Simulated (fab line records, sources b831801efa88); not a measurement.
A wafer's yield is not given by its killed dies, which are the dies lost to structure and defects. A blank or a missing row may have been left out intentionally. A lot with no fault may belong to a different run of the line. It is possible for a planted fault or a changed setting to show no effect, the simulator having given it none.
A lot that was struck, set against a sound lot | flow sfq line | 14 steps out of a route of 325
Sound: these wafers, L761.3, L761.4, L761.6. Struck: wafer L755.4 (left out: L755.2, L755.6 of the same lot, which were not struck); the cause appears at the end.
Each step with rows lists, per side, the tool, then ch with its chambers, then its first start. Under that, the readings that differ: sound wafers | struck wafers | difference of the means | sigmas: that difference in standard deviations of wafers without a fault.
alike: a reading whose means differ by less than 2 such deviations, as well as words and numbers matching on both sides. not compared: withheld readings; readings where some wafer has no value; bounds like >300 that might hide an equal value; numbers whose values overlap and for which the record gives no deviation.
The two part at a step that has a row with sigmas, a row that says differs or no value, or rows on one side only. When numbers do not overlap yet have no deviation, they are printed without sigmas and do not part them. A reading missing from all wafers of one side parts the sides only when that side holds two or more wafers.

first, 1 step without rows for these wafers: SFQ_TRILAYER_M4_STRIP_SOLV_CLEAN_098 (cleans in NMP, time 600 s).
SFQ_TRILAYER_I4_DEP_PECVD_099: deposits SiO2 from SiH4/N2O, time 111.11 s, target thk 500 nm.
  sound on pecvd-02 ch 0,1,2, day 55 08:41; struck on pecvd-01 ch 1, day 53 10:20
  reading                | sound          | struck | difference | sigmas
  heater power w (W)     | 66 71 96       | 112    | +34        | +2
  throttle valve pct (%) | 23.4 23.4 21.5 | 27.5   | +4.7       | +2
SFQ_TRILAYER_I4_CMP_CMP_100: polishes SiO2.
  sound on cmp-02 ch 0,1,3, day 55 18:01; struck on cmp-02 ch 1, day 53 10:55
  alike: edge zone pressure frac, motor current A, slurry filter dp kPa, time to endpoint s
SFQ_I4_BOW_MEAS_927:
  sound on film metro-03 at day 55 20:04; struck on film metro-03 at day 53 13:26
  alike: I4_BOW
SFQ_TRILAYER_I4_METRO_MEASURE_101:
  sound on film metro-03 at day 55 20:32; struck on film metro-03 at day 53 13:44
  alike: thk nm
then, 6 steps without rows for these wafers: SFQ_TRILAYER_I4_VIA_LITHO_COAT_108 (resist thk 62 nm); SFQ_TRILAYER_I4_VIA_LITHO_COAT_103 (resist thk 650 nm); SFQ_TRILAYER_I4_VIA_LITHO_SOFTBAKE_107; SFQ_TRILAYER_I4_VIA_LITHO_EXPOSE_104 (exposes mask I4, target cd 700 nm); SFQ_TRILAYER_I4_VIA_LITHO_PEB_106 (peb time 60 s); SFQ_TRILAYER_I4_VIA_LITHO_DEVELOP_105 (time 60 s).
-- the record jumps here: 4 days lie between the struck wafers' starts before and after --
SFQ_I4_OVL_MEAS_928:
  sound on overlay-02 at day 59 14:36; struck on overlay-01 at day 57 20:54
  alike: I4_OVL
SFQ_TRILAYER_I4_VIA_BARC_OPEN_VIA_ETCH_146: etches BARC in O2, target depth 125 nm, time 41.7 s.
  sound on rie diel-04 ch 0,2,3, day 59 14:38; struck on rie diel-03 ch 1, day 57 20:56
  reading                     | sound             | struck | difference | sigmas
  bias w (W)                  | 79.83 79.68 79.92 | 76.10  | -3.71      | -16
  drypump motor current A (A) | 5.1 5.6 6.1       | 6.8    | +1.2       | +2
  alike: oes product au
  not compared: rf hours counter h
SFQ_TRILAYER_I4_VIA_ETCH_VIA_ETCH_106: etches SiO2 in CHF3, stops on Nb, target depth 260 nm.
  sound on rie diel-04 ch 0,2,3, day 59 14:40; struck on rie diel-03 ch 1, day 57 20:58
  reading                     | sound       | struck | difference | sigmas
  drypump motor current A (A) | 5.1 5.6 6.1 | 6.7    | +1.1       | +2
  alike: bias w, oes product au

WHERE THEY PART
Last at SFQ_TRILAYER_I4_VIA_ETCH_VIA_ETCH_106 as far as this record goes, first at SFQ_TRILAYER_I4_DEP_PECVD_099.

WHY: whatever the simulator had introduced
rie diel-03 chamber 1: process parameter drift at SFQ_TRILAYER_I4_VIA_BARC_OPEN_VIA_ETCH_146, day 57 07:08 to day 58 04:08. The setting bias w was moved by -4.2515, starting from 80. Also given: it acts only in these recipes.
